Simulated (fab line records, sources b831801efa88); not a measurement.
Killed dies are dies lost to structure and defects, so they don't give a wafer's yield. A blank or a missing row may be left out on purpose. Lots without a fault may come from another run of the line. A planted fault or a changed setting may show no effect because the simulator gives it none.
Which tool did it? | flow gf180mcu | 11 lots, 33 wafers sampled, at 6 steps of a route of 602

WHAT THE GAUGES READ, wafer by wafer
GF_NWELL_TW_MEAS_11. Usual: NWELL_TW 1577, standard deviation 12.
lot  | measured    | on            | NWELL_TW          | flag
L258 | day 4 23:47 | film_metro-03 | 1586 1582 1582    |
L259 | day 5 03:28 | film_metro-04 | 30 30 30 30 30 30 | OFF
L260 | day 5 13:16 | film_metro-03 | 30 30 30 30 30 30 | OFF
L261 | day 5 17:31 | film_metro-03 | 30 30 30 30 30 30 | OFF
L267 | day 6 23:06 | film_metro-04 | 1561 1565 1571    |
L268 | day 7 05:06 | film_metro-03 | 1590 1590 1590    |
L269 | day 7 11:23 | film_metro-03 | 1585 1591 1590    |
L270 | day 7 16:09 | film_metro-04 | 1553 1560 1551    |
L272 | day 8 02:17 | film_metro-01 | 1586 1580 1582    |
L273 | day 8 08:56 | film_metro-04 | 1574 1573 1579    |
L274 | day 8 13:42 | film_metro-01 | 1588 1581 1579    |

GF_M2_CD_MEAS_14: target cd 280 nm. Usual: cd_nm 279.8 nm, standard deviation 1.3.
lot  | measured     | on        | cd_nm (nm)        | flag
L258 | day 22 14:05 | cd_sem-01 | 277.8 276.1 277.5 |
L267 | day 25 06:50 | cd_sem-01 | 278.8 279.6 279.4 |
L268 | day 25 12:41 | cd_sem-02 | 281.6 281.8 281.5 |
L269 | day 25 21:28 | cd_sem-02 | 280.6 281.4 282.4 |
L270 | day 26 00:43 | cd_sem-02 | 281.6 280.2 280.8 |
L272 | day 26 18:50 | cd_sem-01 | 279.4 279.4 279.1 |
L273 | day 27 01:44 | cd_sem-02 | 279.5 279.1 279.7 |
L274 | day 27 05:38 | cd_sem-02 | 281.6 281.4 280.0 |

GF_M2_OVL_MEAS_15. Usual: M2_OVL -2 nm, standard deviation 4.8.
lot  | measured     | on         | M2_OVL (nm) | flag
L258 | day 22 14:12 | overlay-01 | -1 -3 2     |
L267 | day 25 06:58 | overlay-02 | -3 -13 -12  |
L268 | day 25 12:48 | overlay-02 | -6 -7 -2    |
L269 | day 25 21:34 | overlay-02 | 5 -2 -2     |
L270 | day 26 00:49 | overlay-01 | -5 -1 -5    |
L272 | day 26 18:57 | overlay-01 | 2 4 2       |
L273 | day 27 01:51 | overlay-01 | 1 -2 4      |
L274 | day 27 05:45 | overlay-02 | 1 1 -8      |

WHICH TOOL RAN EACH LOT (tool, then ch and the chambers of the sampled wafers, then the start)
lot  | GF_DNWELL_STRIP_08                  | GF_NWELL_STRIP_10                   | GF_M1_STRIP_17
L258 | plasma_asher-01 ch 0,1, day 4 09:13 | plasma_asher-02 ch 0,1, day 4 23:41 | plasma_asher-04 ch 0,1, day 20 11:05
L259 | plasma_asher-02 ch 0,1, day 4 13:05 | plasma_asher-01 ch 0,1, day 5 03:22 | -
L260 | plasma_asher-03 ch 0,1, day 4 22:11 | plasma_asher-01 ch 0, day 5 13:09   | -
L261 | plasma_asher-01 ch 0,1, day 5 02:31 | plasma_asher-01 ch 0,1, day 5 17:24 | -
L267 | plasma_asher-01 ch 0,1, day 6 07:39 | plasma_asher-01 ch 0,1, day 6 23:00 | plasma_asher-02 ch 0,1, day 23 07:15
L268 | plasma_asher-01 ch 0,1, day 6 12:53 | plasma_asher-04 ch 0,1, day 7 05:00 | plasma_asher-02 ch 0,1, day 23 14:13
L269 | plasma_asher-01 ch 0,1, day 6 19:04 | plasma_asher-04 ch 0, day 7 11:16   | plasma_asher-04 ch 1, day 23 22:37
L270 | plasma_asher-01 ch 0,1, day 6 23:30 | plasma_asher-04 ch 0,1, day 7 16:02 | plasma_asher-01 ch 0,1, day 24 02:50
L272 | plasma_asher-03 ch 0,1, day 7 09:59 | plasma_asher-02 ch 0,1, day 8 02:11 | plasma_asher-02 ch 0,1, day 24 21:28
L273 | plasma_asher-01 ch 0,1, day 7 16:26 | plasma_asher-01 ch 0,1, day 8 08:50 | plasma_asher-01 ch 0,1, day 25 04:40
L274 | plasma_asher-03 ch 0,1, day 7 20:31 | plasma_asher-02 ch 0,1, day 8 13:36 | plasma_asher-04 ch 0,1, day 25 09:02
- GF_DNWELL_STRIP_08: strips in O2/N2.
- GF_NWELL_STRIP_10: strips in O2/N2.
- GF_M1_STRIP_17: strips in O2/N2.

WHAT THE TOOLS THEMSELVES READ (means of the sampled wafers that have a number; where no wafer has one, the mark that the record gives instead)
GF_DNWELL_STRIP_08. Usual: chamber_pressure_mTorr 1500.1 mTorr, standard deviation 1.3; drypump_motor_current_A 5.7 A, standard deviation 0.4; heater_power_w 347 W, standard deviation 50; o2_flow_sccm 2999 sccm, standard deviation 8.9; oes_product_au 0.722 a.u., standard deviation 0.0045; strip_time_to_endpoint_s 36.97 s, standard deviation 0.11.
lot  | tool            | chamber_pressure_mTorr (mTorr) | drypump_motor_current_A (A) | heater_power_w (W) | o2_flow_sccm (sccm) | oes_product_au (a.u.) | strip_time_to_endpoint_s (s) | flag
L258 | plasma_asher-01 | 1499.9                         | 5.6                         | 307                | 3002                | 0.719                 | 37.00                        |
L259 | plasma_asher-02 | -                              | -                           | -                  | -                   | -                     | -                            | OFF
L260 | plasma_asher-03 | -                              | -                           | -                  | -                   | -                     | -                            | OFF
L261 | plasma_asher-01 | -                              | -                           | -                  | -                   | -                     | -                            | OFF
L267 | plasma_asher-01 | 1500.5                         | 5.6                         | 309                | 2990                | 0.724                 | 37.08                        |
L268 | plasma_asher-01 | 1501.2                         | 5.9                         | 347                | 2993                | 0.723                 | 36.91                        |
L269 | plasma_asher-01 | 1499.3                         | 5.6                         | 310                | 2997                | 0.724                 | 36.82                        |
L270 | plasma_asher-01 | 1500.7                         | 5.9                         | 344                | 3008                | 0.721                 | 37.10                        |
L272 | plasma_asher-03 | 1499.6                         | 5.8                         | 360                | 3002                | 0.724                 | 37.09                        |
L273 | plasma_asher-01 | 1499.3                         | 5.6                         | 311                | 3001                | 0.725                 | 36.96                        |
L274 | plasma_asher-03 | 1500.3                         | 5.8                         | 355                | 2991                | 0.727                 | 36.99                        |

GF_NWELL_STRIP_10. Usual: chamber_pressure_mTorr 1499.8 mTorr, standard deviation 1.4; drypump_motor_current_A 5.6 A, standard deviation 0.4; heater_power_w 348 W, standard deviation 53; o2_flow_sccm 3000 sccm, standard deviation 8.9; oes_product_au 0.722 a.u., standard deviation 0.0049; strip_time_to_endpoint_s 37.01 s, standard deviation 0.12.
lot  | tool            | chamber_pressure_mTorr (mTorr) | drypump_motor_current_A (A) | heater_power_w (W) | o2_flow_sccm (sccm) | oes_product_au (a.u.) | strip_time_to_endpoint_s (s) | flag
L258 | plasma_asher-02 | 1500.2                         | 5.3                         | 391                | 2997                | 0.724                 | 37.00                        |
L259 | plasma_asher-01 | 1499.6                         | 5.9                         | 343                | 3008                | 0.741                 | 81.36                        | OFF
L260 | plasma_asher-01 | 1499.0                         | 6.2                         | 385                | 3001                | 0.738                 | 81.43                        | OFF
L261 | plasma_asher-01 | 1500.4                         | 5.6                         | 306                | 3003                | 0.735                 | 81.17                        | OFF
L267 | plasma_asher-01 | 1500.0                         | 5.6                         | 311                | 2987                | 0.720                 | 36.83                        |
L268 | plasma_asher-04 | 1500.1                         | 5.7                         | 312                | 2996                | 0.725                 | 36.89                        |
L269 | plasma_asher-04 | 1501.1                         | 5.7                         | 329                | 3011                | 0.725                 | 36.89                        |
L270 | plasma_asher-04 | 1501.3                         | 5.7                         | 311                | 3002                | 0.724                 | 36.84                        |
L272 | plasma_asher-02 | 1499.7                         | 5.3                         | 397                | 3002                | 0.721                 | 37.06                        |
L273 | plasma_asher-01 | 1500.5                         | 5.6                         | 307                | 2989                | 0.722                 | 37.10                        |
L274 | plasma_asher-02 | 1500.2                         | 5.3                         | 394                | 3005                | 0.724                 | 37.06                        |

GF_M1_STRIP_17. Usual: chamber_pressure_mTorr 1500.0 mTorr, standard deviation 1.4; drypump_motor_current_A 5.6 A, standard deviation 0.33; heater_power_w 337 W, standard deviation 44; o2_flow_sccm 2998 sccm, standard deviation 9.7; oes_product_au 0.538 a.u., standard deviation 0.0048; strip_time_to_endpoint_s 7.41 s, standard deviation 0.061.
lot  | tool            | chamber_pressure_mTorr (mTorr) | drypump_motor_current_A (A) | heater_power_w (W) | o2_flow_sccm (sccm) | oes_product_au (a.u.) | strip_time_to_endpoint_s (s) | flag
L258 | plasma_asher-04 | 1500.0                         | 5.6                         | 314                | 2997                | 0.540                 | 7.44                         |
L267 | plasma_asher-02 | 1502.3                         | 5.3                         | 383                | 2999                | 0.541                 | 7.46                         |
L268 | plasma_asher-02 | 1502.1                         | 5.3                         | 377                | 3002                | 0.537                 | 7.45                         |
L269 | plasma_asher-04 | 1499.4                         | 5.6                         | 300                | 2997                | 0.539                 | 7.40                         |
L270 | plasma_asher-01 | 1500.2                         | 5.9                         | 345                | 3010                | 0.535                 | 7.44                         |
L272 | plasma_asher-02 | 1499.2                         | 5.3                         | 380                | 2998                | 0.539                 | 7.44                         |
L273 | plasma_asher-01 | 1501.5                         | 5.6                         | 307                | 2989                | 0.537                 | 7.33                         |
L274 | plasma_asher-04 | 1500.4                         | 5.7                         | 324                | 2993                | 0.542                 | 7.48                         |

THE ANSWER, worked out from the rows above alone
Rule: a lot is off if the mean of its wafers that have a number lies more than 3 standard deviations from the usual mean. A lot without any number at a reading at which 4 lots or more have one is off too. The other lots that the step has rows for count as sound. The gauges are gone through in route order, then the tools' own readings, and for those a lot's mean is taken as printed above. The first step at which some lot is off is used, and at that step the reading that is off furthest; a lot without a number counts as furthest.
Off: L259, L260, L261, at GF_NWELL_TW_MEAS_11 (NWELL_TW).
A tool fits if, at a process step before that reading, it ran every lot that is off, and no sound lot after the first of them. The gauges at GF_NWELL_TW_MEAS_11 aren't tried: what is off there is off at GF_DNWELL_STRIP_08 too, on other tools, and a gauge's error can't cause that. None of those tried fits.

WHAT THE SIMULATOR HAD PUT IN
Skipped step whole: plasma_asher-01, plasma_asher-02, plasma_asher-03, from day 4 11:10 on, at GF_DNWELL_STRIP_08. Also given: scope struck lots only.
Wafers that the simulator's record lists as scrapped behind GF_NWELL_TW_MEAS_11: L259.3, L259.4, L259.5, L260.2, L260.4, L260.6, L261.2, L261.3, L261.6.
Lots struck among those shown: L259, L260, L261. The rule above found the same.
